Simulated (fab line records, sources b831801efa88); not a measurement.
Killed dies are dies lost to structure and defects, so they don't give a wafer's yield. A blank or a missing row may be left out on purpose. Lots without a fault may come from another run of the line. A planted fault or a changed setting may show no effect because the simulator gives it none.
fab line records | flow sky130
record lots=11 wafers=33 last_day=50
route steps=708 shown SONOS_TUNNEL@162 POLY_GATE@229 LDD_N@244 PAD_OPEN@708
lots that met no fault: from a run of the same line without faults
start_h: hours from the record's first day to the start of the lot's first wafer shown | wait_h: hours since the lot's step before | " the same as in the row above | L1.1+2: a row that stands for several wafers | - no value, or no start given | * or withheld: withheld | < > ~ a bound
route shown NAME@n: a module of which the file shows steps, and the number in the route of the first | usual: mean/standard deviation of fault-free wafers | same: alike in all rows | chamber/n: place in a boat | sites: the reading at each site | _std_site: their standard deviation | _edge_site: outer sites' mean less inner sites' | radius_mm: how far each site lies from the wafer's centre | mask NAME#n: copy n | behind: the tool/chamber that last shaped the wafer | hold: why the lot was held/for how many hours/how that ended | device: the transistor (n, p or np) that didn't switch | end of line: the same wafers' tests at the end of the route | a step without rows: its recipe alone | killed: dies lost to structure and defects at the first sort, not the wafer's yield | map: a wafer's dies, x killed, . not, _ none there
set.NAME: the setting as run; set.NAME@STEP: as run at that earlier step | model.NAME: the simulator's own value behind a step, which no gauge read
steps of the route over a sample of lots; a table a step, a row a wafer
services: from which hour (start_h, from the record's first day; less than 0 if before it) a tool's chamber was out of use, for how many hours, and why
## steps
# step SKY_SONOS_TUNNEL_OVL_MEAS_08
# usual SONOS_TUNNEL_OVL=0.6/1.4
# columns lot.wafer tool chamber start_h wait_h SONOS_TUNNEL_OVL[nm]
L156.2 overlay-02 - 255.12 0.1 1.1
L156.3 " - " " 0.4
L156.6 " - " " 1.7
L160.3 overlay-01 - 299.33 0.1 -0.5
L160.4 " - " " -1.2
L160.6 " - " " -1.3
L162.3 overlay-02 - 302.88 0.1 2.7
L162.4 " - " " 3.2
L162.6 " - " " 2.9
L161.1 overlay-01 - 303.82 0.1 0.0
L161.4 " - " " 0.7
L161.5 " - " " -0.7
L164.2 overlay-02 - 321.06 0.1 -0.5
L164.5 " - " " 0.5
L164.6 " - " " -0.1
L168.1 overlay-02 - 356.89 0.1 0.7
L168.5 " - " " 0.5
L168.6 " - " " 1.7
L169.2 overlay-01 - 358.15 0.1 2.8
L169.3 " - " " 2.0
L169.5 " - " " 3.2
L170.1 overlay-01 - 371.57 0.1 -0.3
L170.4 " - " " 0.3
L170.5 " - " " -0.7
L171.3 overlay-01 - 377.09 0.1 0.1
L171.4 " - " " 1.6
L171.6 " - " " 2.4
L173.3 overlay-01 - 388.17 0.1 -1.9
L173.5 " - " " -0.4
L173.6 " - " " -1.4
L178.1 overlay-02 - 436.56 0.1 1.4
L178.3 " - " " 0.9
L178.5 " - " " 0.2
# step SKY_POLY_GATE_ETCH_15
# recipe chemistry=N2/H2 target=BARC ion_energy_ev=200 source_w=500 bias_w=100 pressure_mtorr=30 n2_flow_sccm=100 h2_flow_sccm=200 stop_on=SiO2 time_s=118.5 target_depth_a=1100
# usual bias_w=100.0/0.3 chamber_pressure_mTorr=30.00/0.035 drypump_motor_current_A=5.7/0.56 oes_product_au=0.716/0.0041 throttle_valve_pct=13.212/0.0092
# columns lot.wafer tool chamber start_h wait_h bias_w chamber_pressure_mTorr drypump_motor_current_A oes_product_au rf_hours_counter_h throttle_valve_pct
L156.2 rie_diel-02 0 375.41 0.0 99.9 29.98 5.8 0.717 93 13.213
L156.3 " 1 " " 100.0 30.00 6.0 0.711 23 13.204
L156.6 " 2 " " 99.6 30.02 5.2 0.722 - 13.216
L160.3 rie_diel-03 0 430.84 0.0 99.5 29.99 5.8 0.710 12 13.203
L160.4 " 3 " " 100.0 29.99 4.8 0.713 4 13.215
L160.6 " 2 " " 100.4 30.00 6.6 0.713 - 13.204
L162.3 rie_diel-04 3 431.19 0.0 100.0 30.00 6.6 0.713 8 13.218
L162.4 " 0 " " 100.4 29.93 5.5 0.716 80 13.203
L162.6 " 0 " " 100.1 30.05 5.5 0.717 - 13.210
L161.1 rie_diel-02 2 431.28 0.0 99.5 30.01 5.2 0.727 0 13.215
L161.4 " 1 " " 99.7 29.99 6.0 0.717 24 13.199
L161.5 " 0 " " 99.9 30.00 5.8 0.711 - 13.204
L164.2 rie_diel-02 2 454.14 0.0 100.5 30.02 5.2 0.716 1 13.217
L164.5 " 0 " " 100.3 30.00 5.8 0.717 - 13.216
L164.6 " 3 " " 99.7 29.97 5.7 0.718 - 13.206
L168.1 rie_diel-04 1 490.53 0.0 99.7 30.01 5.9 0.717 9 13.225
L168.5 " 1 " " 100.4 30.01 6.0 0.722 - 13.217
L168.6 " 2 " " 100.0 30.01 5.1 0.713 - 13.206
L169.2 rie_diel-04 2 493.29 0.0 100.3 30.01 5.1 0.713 37 13.224
L169.3 " 1 " " 100.3 30.02 5.9 0.717 9 13.211
L169.5 " 3 " " 100.0 29.97 6.6 0.709 - 13.225
L170.1 rie_diel-03 0 506.34 0.0 99.7 29.97 5.8 0.718 13 13.205
L170.4 " 2 " " 100.2 30.02 6.6 0.714 4 13.203
L170.5 " 2 " " 99.9 30.00 6.5 0.715 - 13.225
L171.3 rie_diel-03 3 512.83 0.0 100.3 30.00 4.8 0.721 6 13.220
L171.4 " 0 " " 100.6 30.00 5.8 0.720 13 13.194
L171.6 " 2 " " 99.4 30.04 6.5 0.720 - 13.217
L173.3 rie_diel-02 1 521.23 0.0 100.2 29.98 6.0 0.715 26 13.228
L173.5 " 3 " " 99.5 30.00 5.6 0.715 - 13.225
L173.6 " 0 " " 100.2 30.03 5.8 0.720 - 13.216
L178.1 rie_diel-03 3 568.54 0.0 100.1 30.03 4.7 0.717 7 13.208
L178.3 " 2 " " 100.3 30.04 6.6 0.711 6 13.210
L178.5 " 3 " " 99.9 30.00 4.7 0.717 - 13.210
# step SKY_POLY_GATE_ETCH_17
# recipe target_depth_nm=180 stop_on=SiO2 over_etch_frac=0.56667 chemistry=HBr/Cl2 target=poly-Si icp_w=400 bias_w=100 pressure_mtorr=10 HBr_flow_sccm=150 Cl2_flow_sccm=50 time_s=70.5
# usual HBr_flow_sccm=150.0/0.4 bias_w=100.0/0.32 drypump_motor_current_A=5.6/0.31 mfc_cl2_sccm=50.00/0.16 oes_product_au=0.975/0.0074 throttle_valve_pct=33.685/0.0089
# columns lot.wafer tool chamber start_h wait_h HBr_flow_sccm bias_w drypump_motor_current_A mfc_cl2_sccm oes_product_au rf_hours_counter_h throttle_valve_pct
L156.2 rie_si-01 3 375.59 0.0 150.3 100.1 5.1 49.87 0.982 1 33.684
L156.3 " 1 " " 149.4 99.8 5.8 49.95 0.982 50 33.674
L156.6 " 0 " " 149.6 99.8 5.7 50.22 0.980 - 33.688
L160.3 rie_si-01 0 431.02 0.0 150.0 100.0 5.7 50.16 0.974 0 33.688
L160.4 " 2 " " 149.3 100.5 5.3 49.99 0.975 66 33.702
L160.6 " 3 " " 150.2 99.9 5.1 49.91 0.971 - 33.693
L162.3 rie_si-02 2 431.37 0.0 149.7 100.2 5.9 50.19 0.984 6 33.688
L162.4 " 0 " " 150.0 99.9 5.9 49.93 0.978 31 33.680
L162.6 " 0 " " 150.3 100.0 5.9 50.01 0.988 - 33.672
L161.1 rie_si-01 1 431.46 0.0 149.8 100.1 5.7 50.04 0.980 50 33.681
L161.4 " 0 " " 150.6 99.8 5.7 50.01 0.969 0 33.678
L161.5 " 3 " " 150.2 100.3 5.1 50.16 0.983 - 33.701
L164.2 rie_si-01 0 454.32 0.0 149.4 100.3 5.7 50.05 0.967 0 33.682
L164.5 " 1 " " 150.1 100.0 5.8 50.01 0.984 - 33.685
L164.6 " 0 " " 149.6 99.8 5.7 50.08 0.966 - 33.681
L168.1 rie_si-02 3 490.71 0.0 150.0 99.5 5.8 49.92 0.965 1 33.681
L168.5 " 0 " " 149.5 100.2 5.9 49.97 0.964 - 33.682
L168.6 " 3 " " 150.0 99.9 5.8 49.66 0.967 - 33.690
L169.2 rie_si-01 0 493.47 0.0 - - - - - - -
L169.3 " 1 " " - - - - - - -
L169.5 " 1 " " - - - - - - -
L170.1 rie_si-02 0 506.52 0.0 - - - - - - -
L170.4 " 1 " " - - - - - - -
L170.5 " 3 " " - - - - - - -
L171.3 rie_si-01 0 513.01 0.0 149.5 99.7 5.8 49.86 0.972 1 33.688
L171.4 " 2 " " 149.2 99.7 5.2 50.23 0.975 0 33.686
L171.6 " 0 " " 150.5 100.2 5.8 50.00 0.968 - 33.694
L173.3 rie_si-01 3 521.41 0.0 149.9 99.8 5.1 49.73 0.968 3 33.683
L173.5 " 2 " " 150.0 99.5 5.3 49.82 0.971 - 33.692
L173.6 " 3 " " 150.0 99.8 5.1 49.91 0.970 - 33.691
L178.1 rie_si-02 2 568.72 0.0 149.9 100.3 5.9 49.91 0.968 7 33.685
L178.3 " 1 " " 149.9 100.2 5.4 50.37 0.970 6 33.675
L178.5 " 3 " " 150.3 100.0 5.8 50.01 0.978 - 33.678
# step SKY_POLY_GATE_STRIP_18
# recipe chemistry=O2/N2 power_w=1400 pressure_mtorr=1500 platen_temp_c=withheld o2_flow_sccm=3000 n2_flow_sccm=300 overash_fraction=0.5
# usual drypump_motor_current_A=5.7/0.52 oes_product_au=0.361/0.0047 strip_time_to_endpoint_s=3.160/0.027
# columns lot.wafer tool chamber start_h wait_h drypump_motor_current_A oes_product_au rf_hours_counter_h strip_time_to_endpoint_s
L156.2 plasma_asher-03 1 375.64 0.0 5.9 0.357 52 3.166
L156.3 " 0 " " 4.9 0.362 - 3.171
L156.6 " 1 " " 5.9 0.359 - 3.172
L160.3 plasma_asher-01 1 431.11 0.1 6.1 0.360 - 3.172
L160.4 " 0 " " 6.5 0.363 - 3.168
L160.6 " 0 " " 6.5 0.361 - 3.158
L162.3 plasma_asher-03 1 431.46 0.1 5.9 0.371 - 3.126
L162.4 " 0 " " 4.9 0.360 - 3.157
L162.6 " 0 " " 4.9 0.357 - 3.147
L161.1 plasma_asher-01 0 431.52 0.0 6.5 0.363 0 3.202
L161.4 " 0 " " 6.5 0.362 - 3.191
L161.5 " 1 " " 6.1 0.361 - 3.164
L164.2 plasma_asher-01 0 454.38 0.0 6.5 0.365 3 3.184
L164.5 " 1 " " 6.1 0.356 - 3.172
L164.6 " 0 " " 6.5 0.366 - 3.152
L168.1 plasma_asher-02 0 490.77 0.0 5.7 0.356 37 3.177
L168.5 " 1 " " 5.3 0.359 - 3.179
L168.6 " 0 " " 5.7 0.356 - 3.201
L169.2 plasma_asher-01 1 493.53 0.0 6.0 0.410 6 4.153
L169.3 " 1 " " 6.1 0.405 - 4.179
L169.5 " 0 " " 6.5 0.402 - 4.176
L170.1 plasma_asher-03 1 506.58 0.0 5.9 0.403 66 4.197
L170.4 " 0 " " 4.9 0.408 - 4.158
L170.5 " 1 " " 5.9 0.402 - 4.178
L171.3 plasma_asher-03 0 513.10 0.1 4.9 0.360 - 3.183
L171.4 " 1 " " 5.9 0.362 - 3.140
L171.6 " 1 " " 5.9 0.359 - 3.172
L173.3 plasma_asher-03 0 521.50 0.1 4.9 0.362 - 3.150
L173.5 " 0 " " 4.9 0.362 - 3.119
L173.6 " 1 " " 5.9 0.362 - 3.164
L178.1 plasma_asher-03 0 568.78 0.0 4.9 0.361 73 3.181
L178.3 " 1 " " 5.9 0.357 - 3.143
L178.5 " 0 " " 4.9 0.360 - 3.150
# step SKY_LDD_N_OVL_MEAS_07
# usual LDD_N_OVL=1.3/1.4
# columns lot.wafer tool chamber start_h wait_h LDD_N_OVL[nm]
L156.2 overlay-02 - 406.44 0.1 -0.1
L156.3 " - " " -0.7
L156.6 " - " " -1.2
L162.3 overlay-02 - 463.53 0.1 1.2
L162.4 " - " " 1.2
L162.6 " - " " 2.0
L160.3 overlay-01 - 463.83 0.1 1.8
L160.4 " - " " 2.2
L160.6 " - " " 2.1
L161.1 overlay-01 - 465.04 0.1 0.8
L161.4 " - " " 0.1
L161.5 " - " " 1.9
L164.2 overlay-01 - 486.03 0.1 2.9
L164.5 " - " " 3.5
L164.6 " - " " 3.0
L168.1 overlay-01 - 523.16 0.1 5.5
L168.5 " - " " 3.2
L168.6 " - " " 3.5
L169.2 overlay-01 - 525.19 0.1 4.8
L169.3 " - " " 3.2
L169.5 " - " " 3.9
L170.1 overlay-02 - 537.86 0.1 -1.8
L170.4 " - " " -0.2
L170.5 " - " " 0.3
L171.3 overlay-01 - 544.60 0.1 0.1
L171.4 " - " " 2.3
L171.6 " - " " 2.2
L173.3 overlay-02 - 553.38 0.1 -0.4
L173.5 " - " " 0.6
L173.6 " - " " 2.4
L178.1 overlay-01 - 599.61 0.1 1.2
L178.3 " - " " 2.1
L178.5 " - " " 0.2
# step SKY_PAD_OPEN_PROBE_99
# usual killed_at_M0_to_M3=44/6.8 killed_at_M4_up=3.1/1.9 killed_at_contacts=25/5.9 killed_at_front_end=15/4.3 killed_at_other=0.2/0.51 killed_dies=87/11 killed_on_rim=17/3.6 killed_open=47/7.9 killed_short=39/6.4
# same gross_dies=492 killed_at_back_side=0
# columns lot.wafer tool chamber start_h wait_h hold killed_at_M0_to_M3 killed_at_M4_up killed_at_contacts killed_at_front_end killed_at_other killed_dies killed_on_rim killed_open killed_short
L156.2 prober-01 - 1077.28 0.1 - 47 2 35 13 0 97 17 51 46
L156.3 prober-01 - 1077.33 0.2 - 47 3 25 19 0 94 21 46 48
L156.6 prober-01 - 1077.48 0.2 - 44 1 31 15 0 91 14 58 33
L162.3 prober-02 - 1120.44 0.2 - 38 2 33 15 0 88 18 48 40
L162.4 prober-02 - 1120.49 0.2 - 40 2 30 13 1 86 20 39 47
L162.6 prober-02 - 1120.59 0.2 - 40 2 24 17 0 83 10 48 35
L160.3 prober-01 - 1121.37 0.2 - 52 3 29 14 0 98 17 51 47
L160.4 prober-01 - 1121.42 0.2 - 38 3 28 17 0 86 14 53 33
L160.6 prober-01 - 1121.52 0.2 - 40 5 22 11 0 78 11 44 34
L161.1 prober-02 - 1121.94 0.1 - 44 6 30 20 1 101 15 46 55
L161.4 prober-02 - 1122.09 0.2 - 42 8 31 19 0 100 23 51 49
L161.5 prober-02 - 1122.14 0.2 - 60 4 26 16 1 107 22 54 53
L164.2 prober-02 - 1128.40 0.1 - 38 1 19 14 0 72 16 34 38
L164.5 prober-02 - 1128.55 0.2 - 52 3 16 11 0 82 15 47 35
L164.6 prober-02 - 1128.60 0.2 - 50 1 20 11 0 82 15 54 28
L168.1 prober-02 - 1160.15 0.1 - 38 6 22 9 0 75 12 42 33
L168.5 prober-02 - 1160.35 0.2 - 43 3 26 15 1 88 19 48 40
L168.6 prober-02 - 1160.40 0.2 - 38 0 41 6 0 85 17 51 34
L169.2 prober-01 - 1160.99 0.1 await_dispo/5.5h/scrap 43 4 24 421 0 492 96 45 42
L169.3 prober-01 - 1161.04 0.2 await_dispo/5.5h/scrap 31 4 28 428 1 492 96 28 44
L169.5 prober-01 - 1161.14 0.2 await_dispo/5.5h/scrap 44 3 19 426 0 492 96 33 44
L170.1 prober-02 - 1161.76 0.1 await_dispo/1.6h/scrap 48 2 32 410 0 492 96 55 46
L170.4 prober-02 - 1161.91 0.2 await_dispo/1.6h/scrap 40 0 11 441 0 492 96 38 24
L170.5 prober-02 - 1161.96 0.2 await_dispo/1.6h/scrap 51 6 22 413 0 492 96 48 42
L171.3 prober-01 - 1165.15 0.2 - 46 6 27 13 0 92 16 38 54
L171.4 prober-01 - 1165.20 0.2 - 50 3 33 14 0 100 20 58 42
L171.6 prober-01 - 1165.30 0.2 - 46 5 28 11 0 90 16 55 35
L173.3 prober-01 - 1169.04 0.2 - 60 2 26 19 1 108 14 56 52
L173.5 prober-01 - 1169.14 0.2 - 29 1 22 10 1 63 9 36 27
L173.6 prober-01 - 1169.19 0.2 - 49 6 27 18 0 100 27 50 50
L178.1 prober-02 - 1200.54 0.1 - 61 3 35 13 0 112 30 67 45
L178.3 prober-02 - 1200.64 0.2 - 52 1 23 18 0 94 20 56 38
L178.5 prober-02 - 1200.74 0.2 - 49 4 19 14 0 86 19 48 38
# killed by level:class
L156.2 CONTACT:geometric_particle:open=11 LI_CONTACT:geometric_particle:open=9 VIA3:geometric_particle:open=8 METAL2:geometric_particle:short=7 CONTACT:geometric_particle:short=6 VIA1:geometric_particle:open=6 VIA2:geometric_particle:open=6 POLY_GATE:geometric_particle:short=5
L156.3 CONTACT:geometric_particle:open=10 VIA1:geometric_particle:short=8 VIA1:geometric_particle:open=8 VIA2:geometric_particle:open=7 POLY_GATE:geometric_particle:short=7 VIA3:geometric_particle:open=6 VIA3:geometric_particle:short=6 POLY_GATE:geometric_particle:open=4
L156.6 VIA1:geometric_particle:open=13 CONTACT:geometric_particle:open=13 VIA3:geometric_particle:open=8 CONTACT:geometric_particle:short=7 VIA1:geometric_particle:short=7 LI_CONTACT:geometric_particle:open=6 FIELD_ISO:geometric_particle:open=5 VIA2:geometric_particle:open=5
L162.3 CONTACT:geometric_particle:open=11 VIA1:geometric_particle:open=10 LOCAL_INTERCONNECT:geometric_particle:short=9 LI_CONTACT:geometric_particle:open=8 FIELD_ISO:geometric_particle:open=5 CONTACT:geometric_particle:short=5 METAL1:geometric_particle:short=5 VIA1:geometric_particle:short=5
L162.4 VIA1:geometric_particle:open=13 LI_CONTACT:geometric_particle:open=8 CONTACT:geometric_particle:short=6 FIELD_ISO:geometric_particle:short=5 VIA2:geometric_particle:short=5 LI_CONTACT:geometric_particle:short=5 LOCAL_INTERCONNECT:geometric_particle:short=5 METAL2:geometric_particle:short=4
L162.6 CONTACT:geometric_particle:open=12 FIELD_ISO:geometric_particle:open=7 LI_CONTACT:geometric_particle:open=6 METAL1:geometric_particle:short=6 VIA1:geometric_particle:open=6 VIA3:geometric_particle:open=6 METAL2:geometric_particle:short=5 VIA2:geometric_particle:open=5
L160.3 CONTACT:geometric_particle:open=12 VIA1:geometric_particle:open=12 VIA2:geometric_particle:open=9 VIA1:geometric_particle:short=8 METAL1:geometric_particle:short=6 CONTACT:geometric_particle:short=5 METAL2:geometric_particle:short=5 VIA3:geometric_particle:short=5
L160.4 CONTACT:geometric_particle:open=11 VIA1:geometric_particle:open=11 LI_CONTACT:geometric_particle:open=8 METAL2:geometric_particle:short=7 VIA3:geometric_particle:open=7 FIELD_ISO:geometric_particle:short=6 CONTACT:geometric_particle:short=5 VIA2:geometric_particle:open=4
L160.6 CONTACT:geometric_particle:open=13 VIA1:geometric_particle:open=8 METAL1:geometric_particle:short=6 POLY_GATE:geometric_particle:open=6 VIA3:geometric_particle:short=6 VIA2:geometric_particle:open=4 VIA3:geometric_particle:open=4 VIA1:geometric_particle:short=4
L161.1 CONTACT:geometric_particle:open=9 LI_CONTACT:geometric_particle:open=8 VIA1:geometric_particle:open=8 METAL2:geometric_particle:short=7 VIA2:geometric_particle:open=7 METAL1:geometric_particle:short=6 FIELD_ISO:geometric_particle:short=5 POLY_GATE:geometric_particle:open=5
L161.4 METAL1:geometric_particle:short=10 LI_CONTACT:geometric_particle:open=10 CONTACT:geometric_particle:open=9 POLY_GATE:geometric_particle:open=6 VIA3:geometric_particle:open=6 LI_CONTACT:geometric_particle:short=5 VIA1:geometric_particle:short=5 METAL4:geometric_particle:short=5
L161.5 CONTACT:geometric_particle:open=14 METAL1:geometric_particle:short=10 VIA1:geometric_particle:open=10 METAL2:geometric_particle:short=9 VIA2:geometric_particle:open=8 VIA3:geometric_particle:short=6 LOCAL_INTERCONNECT:geometric_particle:short=5 VIA3:geometric_particle:open=5
L164.2 VIA2:geometric_particle:open=8 CONTACT:geometric_particle:open=7 METAL1:geometric_particle:short=7 VIA1:geometric_particle:short=6 POLY_GATE:geometric_particle:open=5 POLY_GATE:geometric_particle:short=5 CONTACT:geometric_particle:short=5 VIA1:geometric_particle:open=5
L164.5 VIA1:geometric_particle:open=14 VIA2:geometric_particle:open=10 LI_CONTACT:geometric_particle:open=5 CONTACT:geometric_particle:open=5 CONTACT:geometric_particle:short=5 METAL2:geometric_particle:short=5 METAL1:geometric_particle:short=4 VIA1:geometric_particle:short=4
L164.6 VIA1:geometric_particle:open=14 VIA2:geometric_particle:open=10 CONTACT:geometric_particle:open=9 METAL1:geometric_particle:short=8 LI_CONTACT:geometric_particle:open=7 VIA3:geometric_particle:open=6 FIELD_ISO:geometric_particle:open=4 VIA2:geometric_particle:short=4
L168.1 VIA1:geometric_particle:open=10 LI_CONTACT:geometric_particle:open=8 CONTACT:geometric_particle:short=6 VIA2:geometric_particle:open=6 CONTACT:geometric_particle:open=5 METAL1:geometric_particle:short=5 METAL4:geometric_particle:short=5 VIA2:geometric_particle:short=4
L168.5 VIA1:geometric_particle:open=15 CONTACT:geometric_particle:open=9 CONTACT:geometric_particle:short=6 VIA2:geometric_particle:open=6 LI_CONTACT:geometric_particle:open=5 METAL2:geometric_particle:short=5 VIA1:geometric_particle:short=5 POLY_GATE:geometric_particle:short=4
L168.6 CONTACT:geometric_particle:open=19 VIA3:geometric_particle:open=9 LI_CONTACT:geometric_particle:short=8 VIA2:geometric_particle:open=8 LI_CONTACT:geometric_particle:open=7 VIA1:geometric_particle:short=6 CONTACT:geometric_particle:short=5 VIA1:geometric_particle:open=5
L169.2 POLY_GATE:area_etch=405 VIA1:geometric_particle:open=10 METAL2:geometric_particle:short=8 VIA3:geometric_particle:open=8 LI_CONTACT:geometric_particle:open=7 LOCAL_INTERCONNECT:geometric_particle:short=6 METAL3:geometric_particle:short=6 FIELD_ISO:geometric_particle:open=5
L169.3 POLY_GATE:area_etch=420 LOCAL_INTERCONNECT:geometric_particle:short=8 VIA3:geometric_particle:open=6 CONTACT:geometric_particle:open=6 CONTACT:geometric_particle:short=6 VIA1:geometric_particle:open=6 LI_CONTACT:geometric_particle:short=5 VIA3:geometric_particle:short=5
L169.5 POLY_GATE:area_etch=415 VIA3:geometric_particle:open=11 VIA1:geometric_particle:short=8 LI_CONTACT:geometric_particle:open=6 METAL3:geometric_particle:short=6 VIA3:geometric_particle:short=5 LOCAL_INTERCONNECT:geometric_particle:short=4 CONTACT:geometric_particle:open=4
L170.1 POLY_GATE:area_etch=391 CONTACT:geometric_particle:open=14 VIA1:geometric_particle:open=13 LI_CONTACT:geometric_particle:open=8 METAL1:geometric_particle:short=7 VIA3:geometric_particle:open=7 FIELD_ISO:geometric_particle:short=6 POLY_GATE:geometric_particle:short=5
L170.4 POLY_GATE:area_etch=430 VIA1:geometric_particle:open=15 FIELD_ISO:geometric_particle:open=5 LI_CONTACT:geometric_particle:open=5 METAL1:geometric_particle:short=5 VIA1:geometric_particle:short=5 METAL2:geometric_particle:short=5 VIA3:geometric_particle:open=4
L170.5 POLY_GATE:area_etch=402 METAL2:geometric_particle:short=10 CONTACT:geometric_particle:open=9 VIA2:geometric_particle:open=8 VIA1:geometric_particle:open=8 VIA3:geometric_particle:open=8 CONTACT:geometric_particle:short=5 VIA2:geometric_particle:short=5
L171.3 LOCAL_INTERCONNECT:geometric_particle:short=9 METAL1:geometric_particle:short=9 CONTACT:geometric_particle:open=8 VIA3:geometric_particle:short=8 LI_CONTACT:geometric_particle:open=6 VIA1:geometric_particle:open=6 VIA2:geometric_particle:open=5 METAL2:geometric_particle:short=5
L171.4 VIA1:geometric_particle:open=16 CONTACT:geometric_particle:open=12 LI_CONTACT:geometric_particle:open=9 VIA2:geometric_particle:open=9 LOCAL_INTERCONNECT:geometric_particle:short=5 VIA1:geometric_particle:short=5 CONTACT:geometric_particle:short=4 FIELD_ISO:geometric_particle:short=4
L171.6 VIA2:geometric_particle:open=11 CONTACT:geometric_particle:open=10 VIA3:geometric_particle:open=9 VIA1:geometric_particle:open=8 CONTACT:geometric_particle:short=6 FIELD_ISO:geometric_particle:open=5 LI_CONTACT:geometric_particle:open=5 LOCAL_INTERCONNECT:geometric_particle:short=5
L173.3 VIA2:geometric_particle:open=13 VIA1:geometric_particle:open=11 CONTACT:geometric_particle:open=11 METAL2:geometric_particle:short=9 CONTACT:geometric_particle:short=7 POLY_GATE:geometric_particle:short=6 VIA3:geometric_particle:open=6 FIELD_ISO:geometric_particle:open=5
L173.5 LI_CONTACT:geometric_particle:open=7 CONTACT:geometric_particle:open=7 VIA1:geometric_particle:open=7 VIA2:geometric_particle:open=6 LOCAL_INTERCONNECT:geometric_particle:short=4 METAL1:geometric_particle:short=4 CONTACT:geometric_particle:short=3 VIA2:geometric_particle:short=3
L173.6 VIA1:geometric_particle:open=12 CONTACT:geometric_particle:open=10 METAL1:geometric_particle:short=9 LI_CONTACT:geometric_particle:open=8 CONTACT:geometric_particle:short=6 VIA3:geometric_particle:short=6 METAL2:geometric_particle:short=5 METAL4:geometric_particle:short=5
L178.1 CONTACT:geometric_particle:open=13 VIA2:geometric_particle:open=12 METAL1:geometric_particle:short=10 VIA1:geometric_particle:open=10 VIA3:geometric_particle:open=10 CONTACT:geometric_particle:short=9 VIA1:geometric_particle:short=7 POLY_GATE:geometric_particle:open=6
L178.3 VIA1:geometric_particle:open=16 VIA2:geometric_particle:open=10 LI_CONTACT:geometric_particle:open=9 VIA1:geometric_particle:short=8 METAL2:geometric_particle:short=7 FIELD_ISO:geometric_particle:open=6 CONTACT:geometric_particle:open=6 POLY_GATE:geometric_particle:short=4
L178.5 VIA2:geometric_particle:open=12 CONTACT:geometric_particle:open=9 VIA1:geometric_particle:short=7 VIA3:geometric_particle:open=6 FIELD_ISO:geometric_particle:short=5 METAL1:geometric_particle:short=5 VIA1:geometric_particle:open=5 FIELD_ISO:geometric_particle:open=4
## services
# columns tool chamber start_h hours kind
plasma_asher-03 - 376.81 0.8 repair
rie_si-01 0 385.81 - clean
rie_si-01 0 385.81 30.4 scheduled_down
rie_si-01 0 385.81 30.4 vent_cycle
rie_si-02 - 395.87 2.8 pm
rie_si-02 2 399.35 0.9 repair
plasma_asher-03 - 404.21 0.4 repair
plasma_asher-01 - 421.25 9.0 pm
plasma_asher-02 - 425.99 15.6 repair
rie_si-02 1 431.93 5.6 repair
rie_si-02 1 449.21 2.2 repair
rie_diel-02 2 455.91 18.3 repair
plasma_asher-01 - 462.33 2.8 pm
rie_diel-03 0 481.24 1.3 repair
rie_si-02 3 495.15 3.4 repair
rie_diel-02 2 519.88 5.8 repair
rie_diel-02 3 525.38 3.1 repair
rie_diel-03 3 527.72 5.1 repair
rie_diel-03 2 536.36 1.2 repair
rie_si-01 3 539.25 2.4 repair
rie_diel-02 2 551.99 2.1 repair
rie_diel-03 - 562.83 2.8 pm
rie_diel-04 - 563.88 0.5 repair
rie_si-02 - 566.19 1.1 repair
## key
first_sign step=SKY_POLY_GATE_ETCH_17 reading=tool_record direction=missing
effect step=SKY_POLY_GATE_STRIP_18 reading=strip_time_to_endpoint_s direction=up sigmas=37 usual=* struck=*
effect step=SKY_PAD_OPEN_PROBE_99 reading=killed_at_front_end direction=up sigmas=95 usual=15 struck=423
more_kills_born_at SKY_POLY_GATE_ETCH_17@rie_si-01=1240 SKY_POLY_GATE_ETCH_17@rie_si-02=1223
met_at SKY_POLY_GATE_ETCH_17
struck_lots L169,L170
later_rows_left_out L169.2,L169.3,L169.5,L170.1,L170.4,L170.5
tester_left_out L169,L170
not_acting_at SKY_SONOS_TUNNEL_OVL_MEAS_08,SKY_POLY_GATE_ETCH_15,SKY_LDD_N_OVL_MEAS_07
onset_between 490.71 493.47
fault kind=skipped_step_whole tool=rie_si-01,rie_si-02 chamber=- onset_h=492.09 steps=SKY_POLY_GATE_ETCH_17 scope=struck_lots_only
# tester_left_out: of these lots the tester's yield and bins aren't shown, on N5 and GAA mostly nor the transistor test; their killed dies are dies lost to structure and defects alone, not to doping, threshold or leakage, so they don't give the yield
# later_rows_left_out: the simulator's readings of these wafers behind a module that went badly wrong aren't trusted and aren't shown, but for the sort
